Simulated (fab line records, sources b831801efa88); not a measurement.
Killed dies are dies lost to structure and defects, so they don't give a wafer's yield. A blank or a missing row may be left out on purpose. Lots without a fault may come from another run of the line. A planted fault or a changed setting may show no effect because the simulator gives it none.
fab line records | flow sky130
record lots=5 wafers=15 last_day=50
route steps=708 shown VIA1@464 METAL2@483 PAD_OPEN@708
lots that met no fault: from a run of the same line without faults
start_h: hours from the record's first day to the start of the lot's first wafer shown | wait_h: hours since the lot's step before | " the same as in the row above | L1.1+2: a row that stands for several wafers | - no value, or no start given | * or withheld: withheld | < > ~ a bound
route shown NAME@n: a module of which the file shows steps, and the number in the route of the first | usual: mean/standard deviation of fault-free wafers | same: alike in all rows | chamber/n: place in a boat | sites: the reading at each site | _std_site: their standard deviation | _edge_site: outer sites' mean less inner sites' | radius_mm: how far each site lies from the wafer's centre | mask NAME#n: copy n | behind: the tool/chamber that last shaped the wafer | hold: why the lot was held/for how many hours/how that ended | device: the transistor (n, p or np) that didn't switch | end of line: the same wafers' tests at the end of the route | a step without rows: its recipe alone | killed: dies lost to structure and defects at the first sort, not the wafer's yield | map: a wafer's dies, x killed, . not, _ none there
set.NAME: the setting as run; set.NAME@STEP: as run at that earlier step | model.NAME: the simulator's own value behind a step, which no gauge read
lots at some steps of the route; a table a step, a row a wafer
services: from which hour (start_h, from the record's first day; less than 0 if before it) a tool's chamber was out of use, for how many hours, and why
## steps
# step SKY_VIA1_COAT_06
# recipe resist=BARC temp_c=withheld time_s=withheld spin_rpm=3000 resist_thk_nm=60
# step SKY_VIA1_COAT_07
# recipe resist=KrF-thick spin_rpm=3000 resist_thk_nm=450
# step SKY_VIA1_SOFTBAKE_08
# recipe temp_c=100 time_s=90 resist=KrF-thick
# step SKY_VIA1_EXPOSE_09
# recipe mask_id=VIM na=0.8 source_shape=annular sigma_inner=0.55 sigma_outer=0.85 target_cd_nm=150 dose_mj=38
# step SKY_VIA1_PEB_10
# recipe peb_temp_c=withheld peb_time_s=withheld resist=KrF-thick
# step SKY_VIA1_DEVELOP_11
# recipe develop_time_s=60 resist=KrF-thick dev_temp_c=21
# step SKY_VIA1_ETCH_14
# recipe chemistry=N2/H2 target=BARC ion_energy_ev=200 source_w=500 bias_w=100 pressure_mtorr=30 n2_flow_sccm=100 h2_flow_sccm=200 stop_on=SiO2 time_s=45.9 target_depth_a=600
# step SKY_VIA1_ETCH_15
# recipe target=SiO2 chemistry=C4F8/O2/Ar target_depth_nm=351 stop_on=TiN mask_material=KrF-thick source_w=1500 bias_w=1200 pressure_mtorr=40 c4f8_flow_sccm=withheld O2_flow_sccm=6 Ar_flow_sccm=300 time_s=54
# step SKY_VIA1_STRIP_16
# recipe chemistry=O2/N2 power_w=1400 pressure_mtorr=1500 platen_temp_c=withheld o2_flow_sccm=3000 n2_flow_sccm=300 overash_fraction=0.5
# step SKY_VIA1_STRIP_17
# recipe chemistry=post_etch_residue_remover time_s=1200 temp_c=72.5
# step SKY_VIA1_CLEAN_18
# recipe chemistry=IPA time_s=180 temp_c=25
# columns lot.wafer tool chamber start_h wait_h
L287.1+4+5 wet_bench-02 0 805.16 0.0
L297.1+2+5 wet_bench-04 3 886.65 0.0
L302.1+2+3 wet_bench-04 3 924.68 0.0
L303.2+3+4 wet_bench-04 1 933.70 0.0
L304.1+2+6 wet_bench-04 0 950.04 0.0
# step SKY_VIA1_CLEAN_19
# recipe chemistry=O3/DIW dry=n2_spin
# step SKY_VIA1_SPUTTER_20
# recipe material=TiN target_thk_nm=20 chamber_pressure_pa=5 power_w=4000 time_s=80
# step SKY_VIA1_CVD_21
# recipe material=W target_thk_nm=270 time_s=80.902 temp_c=400 pressure_torr=40
# step SKY_VIA1_CMP_24
# recipe stop_on=SiO2 t_overpolish_s=15 down_force_psi=3.5 platen_rpm=60 target_thk_nm=0 pad_velocity_m_s=0.94248
# step SKY_METAL2_SPUTTER_00
# recipe material=Ti target_thk_nm=15 power_w=3000 time_s=10 chamber_pressure_pa=0.4
# step SKY_METAL2_SPUTTER_01
# recipe material=TiN target_thk_nm=20 power_w=6500 time_s=16.7 chamber_pressure_pa=0.4
# step SKY_METAL2_SPUTTER_02
# recipe material=AlCu target_thk_nm=250 power_w=10600 time_s=13.3 chamber_pressure_pa=0.4
# step SKY_METAL2_SPUTTER_03
# recipe material=Ti target_thk_nm=5 power_w=3000 time_s=3.3 chamber_pressure_pa=0.4
# step SKY_METAL2_SPUTTER_04
# recipe material=TiN target_thk_nm=70 power_w=6500 time_s=58.3 chamber_pressure_pa=0.4
# step SKY_METAL2_DEHYDRATE_07
# recipe temp_c=200 time_s=60
# step SKY_METAL2_HMDS_08
# recipe prime_time_s=60 prime_temp_c=120
# step SKY_METAL2_COAT_09
# recipe resist=BARC temp_c=withheld time_s=withheld spin_rpm=3000 resist_thk_nm=60
# step SKY_METAL2_COAT_10
# recipe resist=KrF-thick spin_rpm=3000 resist_thk_nm=450
# step SKY_METAL2_SOFTBAKE_11
# recipe temp_c=100 time_s=90 resist=KrF-thick
# step SKY_METAL2_EXPOSE_12
# recipe mask_id=MM2 na=0.8 source_shape=annular sigma_inner=0.55 sigma_outer=0.85 target_cd_nm=140 dose_mj=28
# step SKY_METAL2_PEB_13
# recipe peb_temp_c=withheld peb_time_s=withheld resist=KrF-thick
# step SKY_METAL2_DEVELOP_14
# recipe develop_time_s=60 resist=KrF-thick dev_temp_c=21
# step SKY_METAL2_DESCUM_17
# recipe chemistry=O2 source_power_w=150 bias_power_w=0 pressure_mtorr=10 temp_c=40 time_s=8
# step SKY_METAL2_ETCH_18
# recipe chemistry=N2/H2 target=BARC ion_energy_ev=200 bias_w=100 pressure_mtorr=30 n2_flow_sccm=100 h2_flow_sccm=200 icp_w=500 stop_on=SiO2 time_s=45.9 target_depth_a=600
# step SKY_METAL2_METAL_ETCH_19
# recipe target_depth_a=3600 stop_on=SiO2 over_etch_frac=0.3 time_s=78 chemistry=Cl2/BCl3 resist_sidewall_deg=88 pressure_mtorr=10 icp_w=900 bias_w=48.5 Cl2_flow_sccm=60 bcl3_flow_sccm=30
# step SKY_METAL2_STRIP_20
# recipe chemistry=O2/N2 power_w=1400 pressure_mtorr=1500 platen_temp_c=withheld o2_flow_sccm=3000 n2_flow_sccm=300 overash_fraction=0.5
# step SKY_METAL2_STRIP_21
# recipe chemistry=post_etch_residue_remover time_s=1200 temp_c=72.5
# step SKY_METAL2_CLEAN_22
# recipe chemistry=IPA time_s=180 temp_c=25
# step SKY_PAD_OPEN_PROBE_99
# usual defect_limited_yield=82.7/1.9 killed_at_M0_to_M3=43/6.6 killed_at_M4_up=3.1/1.6 killed_at_contacts=23/5.6 killed_at_front_end=15/4.2 killed_at_other=0.2/0.43 killed_dies=85/9.3 killed_on_rim=17/3.6 killed_open=46/6.6 killed_short=39/6.2 sort_bin_3_pad_short=0.8/0.37 sort_bin_5_function=10.2/1.5 sort_bin_6_memory=6.2/1.1 sort_n_pass=407/9.3 sort_yield_pct=82.7/1.9
# same gross_dies=492 killed_at_back_side=0 sort_bin_4_leakage[%]=0 sort_bin_8_speed[%]=0
# columns lot.wafer tool chamber start_h wait_h defect_limited_yield[%] killed_at_M0_to_M3 killed_at_M4_up killed_at_contacts killed_at_front_end killed_at_other killed_dies killed_on_rim killed_open killed_short sort_bin_3_pad_short[%] sort_bin_5_function[%] sort_bin_6_memory[%] sort_n_pass sort_yield_pct[%] model.etest.tester.sort_n_pass model.etest.tester.sort_yield_pct model.etest.tester.sort_bin_5_pct model.etest.tester.sort_bin_3_pct
L287.1 prober-02 - 1083.33 0.1 81.7 39 5 23 22 1 90 16 53 37 0.8 11.4 6.1 402 81.7 402 81.71 11.38 0.813
L287.4 prober-02 - 1083.48 0.2 81.5 48 1 23 19 0 91 13 63 28 0.6 12.0 5.9 401 81.5 401 81.5 11.99 0.6098
L287.5 prober-02 - 1083.53 0.2 80.1 45 3 29 21 0 98 20 56 42 1.2 12.6 6.1 394 80.1 394 80.08 12.6 1.22
L297.1 prober-02 - 1143.40 0.1 80.1 47 2 25 23 1 98 18 49 49 1.0 11.8 7.1 394 80.1 394 80.08 11.79 1.016
L297.2 prober-02 - 1143.45 0.1 83.1 53 1 14 15 0 83 17 48 35 0.8 10.4 5.7 409 83.1 409 83.13 10.37 0.813
L297.5 prober-02 - 1143.60 0.2 84.3 44 4 17 12 0 77 21 38 39 0.8 10.4 4.5 415 84.3 415 84.35 10.37 0.813
L302.1 prober-01 - 1174.43 0.1 77.2 76 5 13 17 1 112 28 34 38 3.0 12.0 7.7 380 77.2 380 77.24 11.99 3.049
L302.2 prober-01 - 1174.48 0.1 73.2 83 5 25 19 0 132 27 52 48 3.9 13.8 9.1 360 73.2 360 73.17 13.82 3.862
L302.3 prober-01 - 1174.53 0.2 75.8 74 6 25 14 0 119 29 50 37 3.5 14.6 6.1 373 75.8 373 75.81 14.63 3.455
L303.2 prober-02 - 1179.61 0.1 77.2 75 2 23 12 0 112 26 56 26 2.8 14.0 5.9 380 77.2 380 77.24 14.02 2.846
L303.3 prober-02 - 1179.66 0.2 74.0 73 3 28 24 0 128 36 54 42 2.8 17.3 5.9 364 74.0 364 73.98 17.28 2.846
L303.4 prober-02 - 1179.71 0.2 79.9 72 3 15 9 0 99 24 34 31 1.8 12.2 6.1 393 79.9 393 79.88 12.2 1.829
L304.1 prober-01 - 1190.07 0.1 75.0 78 4 21 19 1 123 25 34 37 1.8 16.1 7.1 369 75.0 369 75 16.06 1.829
L304.2 prober-01 - 1190.12 0.1 72.6 82 3 27 23 0 135 25 45 43 3.7 16.5 7.3 357 72.6 357 72.56 16.46 3.659
L304.6 prober-01 - 1190.32 0.2 76.8 85 3 18 8 0 114 23 37 25 3.7 12.2 7.3 378 76.8 378 76.83 12.2 3.659
# killed by level:class
L287.1 CONTACT:geometric_particle:open=11 VIA1:geometric_particle:open=10 FIELD_ISO:geometric_particle:open=7 POLY_CUT:geometric_particle:open=6 METAL1:geometric_particle:short=6 VIA3:geometric_particle:open=6 VIA3:geometric_particle:short=5 VIA2:geometric_particle:open=5
L287.4 VIA2:geometric_particle:open=11 VIA3:geometric_particle:open=10 LI_CONTACT:geometric_particle:open=9 VIA1:geometric_particle:open=8 POLY_GATE:geometric_particle:open=7 CONTACT:geometric_particle:open=7 METAL1:geometric_particle:short=7 VIA2:geometric_particle:short=5
L287.5 LI_CONTACT:geometric_particle:open=10 VIA1:geometric_particle:open=9 CONTACT:geometric_particle:open=8 VIA2:geometric_particle:open=7 FIELD_ISO:geometric_particle:open=6 VIA3:geometric_particle:open=6 METAL1:geometric_particle:short=6 FIELD_ISO:geometric_particle:short=4
L297.1 VIA1:geometric_particle:open=12 CONTACT:geometric_particle:open=8 FIELD_ISO:geometric_particle:short=7 CONTACT:geometric_particle:short=7 VIA1:geometric_particle:short=6 FIELD_ISO:geometric_particle:open=5 POLY_GATE:geometric_particle:open=5 LOCAL_INTERCONNECT:geometric_particle:short=5
L297.2 VIA1:geometric_particle:open=17 VIA2:geometric_particle:open=9 CONTACT:geometric_particle:open=8 FIELD_ISO:geometric_particle:short=7 VIA3:geometric_particle:open=6 METAL1:geometric_particle:short=5 METAL2:geometric_particle:short=5 FIELD_ISO:geometric_particle:open=4
L297.5 METAL1:geometric_particle:short=12 VIA1:geometric_particle:open=11 LI_CONTACT:geometric_particle:open=7 CONTACT:geometric_particle:open=7 VIA2:geometric_particle:short=5 VIA1:geometric_particle:short=4 METAL2:geometric_particle:short=4 FIELD_ISO:geometric_particle:open=3
L302.1 VIA1:unspecified=40 FIELD_ISO:geometric_particle:short=7 VIA1:geometric_particle:open=7 METAL2:geometric_particle:short=5 METAL1:geometric_particle:short=5 VIA2:geometric_particle:open=5 LI_CONTACT:geometric_particle:open=4 CONTACT:geometric_particle:open=4
L302.2 VIA1:unspecified=32 VIA1:geometric_particle:open=13 CONTACT:geometric_particle:open=10 METAL2:geometric_particle:short=8 FIELD_ISO:geometric_particle:short=7 VIA3:geometric_particle:open=7 VIA2:geometric_particle:open=6 LI_CONTACT:geometric_particle:open=5
L302.3 VIA1:unspecified=32 CONTACT:geometric_particle:open=11 VIA1:geometric_particle:open=11 METAL2:geometric_particle:short=8 VIA3:geometric_particle:open=8 LI_CONTACT:geometric_particle:open=7 METAL4:geometric_particle:short=5 LI_CONTACT:geometric_particle:short=4
L303.2 VIA1:unspecified=30 VIA2:geometric_particle:open=11 VIA3:geometric_particle:open=10 VIA1:geometric_particle:open=7 CONTACT:geometric_particle:open=7 FIELD_ISO:geometric_particle:open=5 LI_CONTACT:geometric_particle:open=5 CONTACT:geometric_particle:short=5
L303.3 VIA1:unspecified=32 LI_CONTACT:geometric_particle:open=14 VIA1:geometric_particle:open=8 VIA3:geometric_particle:open=8 POLY_GATE:geometric_particle:short=6 VIA1:geometric_particle:short=6 CONTACT:geometric_particle:open=6 METAL2:geometric_particle:short=6
L303.4 VIA1:unspecified=34 VIA1:geometric_particle:open=10 CONTACT:geometric_particle:open=6 VIA1:geometric_particle:short=6 METAL2:geometric_particle:short=4 METAL1:geometric_particle:short=4 VIA2:geometric_particle:open=4 FIELD_ISO:geometric_particle:short=3
L304.1 VIA1:unspecified=52 FIELD_ISO:geometric_particle:short=7 CONTACT:geometric_particle:open=7 LOCAL_INTERCONNECT:geometric_particle:short=5 LI_CONTACT:geometric_particle:open=4 CONTACT:geometric_particle:short=4 VIA2:geometric_particle:open=4 METAL3:geometric_particle:open=4
L304.2 VIA1:unspecified=47 CONTACT:geometric_particle:open=9 VIA1:geometric_particle:open=8 FIELD_ISO:geometric_particle:open=7 METAL2:geometric_particle:short=7 FIELD_ISO:geometric_particle:short=6 LI_CONTACT:geometric_particle:open=6 POLY_GATE:geometric_particle:open=6
L304.6 VIA1:unspecified=52 VIA1:geometric_particle:open=9 CONTACT:geometric_particle:open=7 VIA3:geometric_particle:open=4 LI_CONTACT:geometric_particle:open=4 CONTACT:geometric_particle:short=4 VIA1:geometric_particle:short=4 POLY_GATE:geometric_particle:open=3
# map L302.2 (x killed, . not)
__________........x._________
________xx..x........._______
______xxxxx...x........._____
_____xxxxx.x......xx.....____
____xxxxxxx.xx.x.x....xx..___
___xxxxxxx.....x.......x...__
__.x.xxxx.......xx....x..x.._
_......xx..........x...x..x..
_x...x.x......xx....x......x.
_...............xx...xxx.....
_xxx......x...x..x.x......x..
_...x.x........xx..x..xx..x..
_x............x............x.
_..x..x.x.x......x..x...x....
_.xxx..x..........x..xx.x.x..
__...x..x.x.x....x.........._
___....x.x....x.....x.x...x__
____x......x........x..x.x___
_____..x.......x........x____
______.......x..xxx....._____
________..x.x....x...x_______
__________x..xx....x_________
# map L303.3 (x killed, . not)
__________.xxx....x._________
________....xxx...x..x_______
______..x..x....x..x..xx_____
_____........xx..........____
____...................x.x___
___..x.xx.x..x.......x.....__
__.x.......x...............x_
_..............xx..........x.
_x.....x.xxx.xx........x.xx..
_.......x.....xx....x...xx...
_.xxx....x.x.........xx......
_xxx.x...xx........x.x.....xx
_xxxxxx.x.....xx.......x.....
_xxxxxx...............x....x.
_xxxxxxx................x..x.
__xxxxx....xx.xx.x.........._
___xxx...x..xx..........x..__
____xx.....x..........x..x___
_____.xx.....x.....x...xx____
______..x....x.....x...._____
________..x.....x....._______
__________...x.xxx.._________
## services
# columns tool chamber start_h hours kind
wet_bench-04 - 825.99 5.8 repair
## key
first_sign step=SKY_PAD_OPEN_PROBE_99 reading=sort_bin_3_pad_short direction=up sigmas=5.8 usual=0.8 struck=3.0
effect step=SKY_PAD_OPEN_PROBE_99 reading=killed_at_M0_to_M3 direction=up sigmas=5.2 usual=43 struck=78
model_effect step=SKY_PAD_OPEN_PROBE_99 value=etest.tester.sort_n_pass without=406.3 struck=372.7
met_at SKY_VIA1_CLEAN_18
struck_wafers L302.1,L302.2,L302.3,L303.2,L303.3,L303.4,L304.1,L304.2,L304.6
onset_between 886.65 924.68
also_fits time
fault kind=chamber_particle_source tool=wet_bench-04 chamber=- onset_h=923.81 steps=SKY_VIA1_CLEAN_18 rate_per_visit_cm2=1.1168 end_h=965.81
